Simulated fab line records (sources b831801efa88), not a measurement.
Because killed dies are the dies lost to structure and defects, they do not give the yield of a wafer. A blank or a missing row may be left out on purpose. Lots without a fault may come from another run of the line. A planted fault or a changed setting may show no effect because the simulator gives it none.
The tool behind it: which one? | flow gf180mcu | 13 lots, 39 wafers sampled, at 5 steps of a route of 602

== WHAT THE GAUGES READ, wafer by wafer ==
GF_M1_THK_MEAS_06: measures by xrf. Usual: M1_ALCU_THK 441 nm, standard deviation 4.8.
lot  | measured     | on           | M1_ALCU_THK (nm) | flag
L727 | day 16 11:04 | filmMetro-01 | 434 432 438      | 
L728 | day 17 05:23 | filmMetro-02 | 447 447 444      | 
L729 | day 17 12:31 | filmMetro-02 | 442 446 444      | 
L730 | day 18 17:03 | filmMetro-04 | 446 445 442      | 
L737 | day 20 11:12 | filmMetro-02 | 440 443 440      | 
L738 | day 21 07:08 | filmMetro-04 | 439 445 446      | 
L740 | day 22 05:11 | filmMetro-02 | 452 445 455      | 
L742 | day 22 17:44 | filmMetro-04 | 444 448 452      | 
L743 | day 22 23:42 | filmMetro-04 | 443 450 447      | 
L744 | day 23 08:41 | filmMetro-04 | 439 440 439      | 
L745 | day 23 10:30 | filmMetro-02 | 434 437 446      | 
L747 | day 24 03:59 | filmMetro-04 | 437 439 445      | 
L748 | day 24 11:39 | filmMetro-02 | 441 441 446      | 

GF_M1_CD_MEAS_14: target cd 230 nm. Usual: 230.4 nm for cdNm, sd 1.1.
lot  | measured     | on       | cdNm (nm)         | flag
L727 | day 17 09:55 | cdSem-02 | 230.9 229.7 229.7 | 
L728 | day 18 04:21 | cdSem-02 | 230.1 229.6 229.3 | 
L729 | day 18 11:08 | cdSem-01 | 230.3 231.2 230.6 | 
L730 | day 19 16:41 | cdSem-01 | 232.6 232.4 231.8 | 
L737 | day 21 10:55 | cdSem-01 | 229.3 229.3 229.2 | 
L738 | day 22 07:20 | cdSem-02 | 227.8 229.6 228.5 | 
L740 | day 23 04:06 | cdSem-02 | 229.2 229.7 229.2 | 
L742 | day 23 16:06 | cdSem-01 | 232.0 231.5 231.0 | 
L743 | day 23 22:07 | cdSem-01 | 231.4 231.9 232.1 | 
L744 | day 24 07:19 | cdSem-02 | 229.7 230.4 229.9 | 
L745 | day 24 09:27 | cdSem-01 | 229.8 229.4 229.1 | 
L747 | day 25 01:37 | cdSem-01 | 230.9 230.5 230.6 | 
L748 | day 25 09:10 | cdSem-02 | 229.4 230.3 229.6 | 

GF_V1_BOW_MEAS_05. Usual: V1_BOW 81 um, standard deviation 7.7.
lot  | measured     | on           | V1_BOW (um)    | flag
L727 | day 17 11:23 | filmMetro-04 | 80 66 86       | 
L728 | day 18 05:43 | filmMetro-04 | 89 88 87       | 
L729 | day 18 12:30 | filmMetro-04 | 79 92 78       | 
L730 | day 19 18:03 | filmMetro-04 | 71 80 78       | 
L737 | day 21 12:24 | filmMetro-01 | 99 92 88 - - - | 
L738 | day 22 08:41 | filmMetro-03 | 80 86 76 - - - | 
L740 | day 23 05:48 | filmMetro-04 | 70 76 75       | 
L742 | day 23 17:33 | filmMetro-01 | 77 90 78       | 
L743 | day 23 23:28 | filmMetro-01 | 69 76 73       | 
L744 | day 24 09:01 | filmMetro-01 | 87 87 94       | 
L745 | day 24 10:55 | filmMetro-01 | 84 102 93      | 
L747 | day 25 02:59 | filmMetro-04 | 81 92 86       | 
L748 | day 25 13:22 | filmMetro-01 | 70 95 82       | 

== EACH LOT AND THE TOOL THAT RAN IT (in order: tool; ch and the chambers of the sampled wafers; start) ==
lot  | GF_M1_STRIP_17                      | GF_V1_CMP_04
L727 | plasmaAsher-01 ch 0,1, day 17 10:11 | cmp-01 ch 1,2,3, day 17 11:05
L728 | plasmaAsher-01 ch 0,1, day 18 04:37 | cmp-02 ch 0,2, day 18 05:28
L729 | plasmaAsher-03 ch 0,1, day 18 11:23 | cmp-01 ch 0,2,3, day 18 12:20
L730 | plasmaAsher-03 ch 0,1, day 19 16:55 | cmp-01 ch 2,3, day 19 17:41
L737 | plasmaAsher-01 ch 0,1, day 21 11:10 | cmp-01 ch 0,2,3, day 21 12:08
L738 | plasmaAsher-04 ch 0,1, day 22 07:35 | cmp-01 ch 0,3, day 22 08:25
L740 | plasmaAsher-03 ch 0, day 23 04:22   | cmp-02 ch 2,3, day 23 05:30
L742 | plasmaAsher-03 ch 0,1, day 23 16:22 | cmp-02 ch 1,2,3, day 23 17:15
L743 | plasmaAsher-01 ch 0,1, day 23 22:22 | cmp-02 ch 0,2,3, day 23 23:17
L744 | plasmaAsher-04 ch 0,1, day 24 07:34 | cmp-02 ch 0,2,3, day 24 08:45
L745 | plasmaAsher-04 ch 0,1, day 24 09:43 | cmp-01 ch 0,1,2, day 24 10:40
L747 | plasmaAsher-03 ch 0,1, day 25 01:53 | cmp-02 ch 1,2,3, day 25 02:44
L748 | plasmaAsher-04 ch 0,1, day 25 11:41 | cmp-01 ch 0,2,3, day 25 13:10
- GF_M1_STRIP_17: strips in O2/N2.
- GF_V1_CMP_04: polishes SiO2.

== AS READ BY THE TOOLS THEMSELVES (means over the sampled wafers that have a number; for cases with no such wafer, the mark the record gives instead) ==
GF_M1_STRIP_17. Usual: drypumpMotorCurrentA 5.57 A, standard deviation 0.25; heaterPowerW 333 W, standard deviation 22; oesProductAu 0.558 a.u., standard deviation 0.0056; stripTimeToEndpointS 7.88 s, standard deviation 0.048.
lot  | tool           | drypumpMotorCurrentA (A) | heaterPowerW (W) | oesProductAu (a.u.) | stripTimeToEndpointS (s) | flag
L727 | plasmaAsher-01 | 5.71                     | 323              | 0.555               | 7.87                     | 
L728 | plasmaAsher-01 | 5.48                     | 318              | 0.560               | 7.88                     | 
L729 | plasmaAsher-03 | 5.64                     | 344              | 0.557               | 7.88                     | 
L730 | plasmaAsher-03 | 5.64                     | 336              | 0.553               | 7.83                     | 
L737 | plasmaAsher-01 | 5.69                     | 330              | 0.558               | 7.89                     | 
L738 | plasmaAsher-04 | 5.42                     | 326              | 0.558               | 7.86                     | 
L740 | plasmaAsher-03 | 5.52                     | 328              | 0.564               | 7.89                     | 
L742 | plasmaAsher-03 | 5.76                     | 364              | 0.555               | 7.88                     | 
L743 | plasmaAsher-01 | 5.70                     | 325              | 0.564               | 7.91                     | 
L744 | plasmaAsher-04 | 5.40                     | 327              | 0.558               | 7.87                     | 
L745 | plasmaAsher-04 | 5.42                     | 328              | 0.560               | 7.90                     | 
L747 | plasmaAsher-03 | 5.78                     | 359              | 0.556               | 7.89                     | 
L748 | plasmaAsher-04 | 5.41                     | 324              | 0.556               | 7.91                     | 

GF_V1_CMP_04. Usual: edgeZonePressureFrac 1.000, standard deviation 0.0048; headPressurePsi 4.000 psi, standard deviation 0.0083; motorCurrentA 11.6 A, standard deviation 0.78; slurryFlowMlMin 149.9, standard deviation 0.46; timeToEndpointS 80 s, standard deviation 6.
lot  | tool   | edgeZonePressureFrac | headPressurePsi (psi) | motorCurrentA (A) | slurryFlowMlMin | timeToEndpointS (s) | flag
L727 | cmp-01 | 1.001                | 4.003                 | 12.2              | 149.6           | 74                  | 
L728 | cmp-02 | 0.997                | 4.002                 | 11.3              | 149.7           | 81                  | 
L729 | cmp-01 | 1.002                | 3.996                 | 12.2              | 150.3           | 71                  | 
L730 | cmp-01 | 1.000                | 4.000                 | 12.7              | 149.8           | 83                  | 
L737 | cmp-01 | -                    | -                     | -                 | -               | -                   | OFF
L738 | cmp-01 | -                    | -                     | -                 | -               | -                   | OFF
L740 | cmp-02 | 1.001                | 4.017                 | 11.5              | 149.6           | 81                  | 
L742 | cmp-02 | 1.002                | 3.997                 | 11.2              | 150.1           | 83                  | 
L743 | cmp-02 | 1.000                | 4.002                 | 11.1              | 149.8           | 78                  | 
L744 | cmp-02 | 1.005                | 3.994                 | 11.3              | 150.0           | 78                  | 
L745 | cmp-01 | 0.998                | 4.000                 | 11.9              | 150.1           | 80                  | 
L747 | cmp-02 | 1.003                | 4.000                 | 11.2              | 150.1           | 83                  | 
L748 | cmp-01 | 0.994                | 3.996                 | 12.5              | 149.8           | 82                  | 

== THE ANSWER, worked out from the rows above alone ==
Rule: lot off if the mean of its wafers having a number is beyond 3 standard deviations from the usual mean. A lot without any number at a reading at which 4 lots or more have one is off too. Where the step has rows for the other lots, those lots are counted as sound. Order of review: gauges by route order, followed by the tools' own readings, for which a lot's mean as printed above is used. At the first step where some lot is off, the reading lying furthest off is the one used; lots without a number count as furthest.
Off: L737, L738, at GF_V1_CMP_04 (edgeZonePressureFrac). Without a number there: L737, L738.
If a tool, at that step or one of the process steps before it, ran each lot that is off and ran no sound lot following the first of them, it fits. No candidate that was tried fits.

== WHAT THE SIMULATOR PUT IN ==
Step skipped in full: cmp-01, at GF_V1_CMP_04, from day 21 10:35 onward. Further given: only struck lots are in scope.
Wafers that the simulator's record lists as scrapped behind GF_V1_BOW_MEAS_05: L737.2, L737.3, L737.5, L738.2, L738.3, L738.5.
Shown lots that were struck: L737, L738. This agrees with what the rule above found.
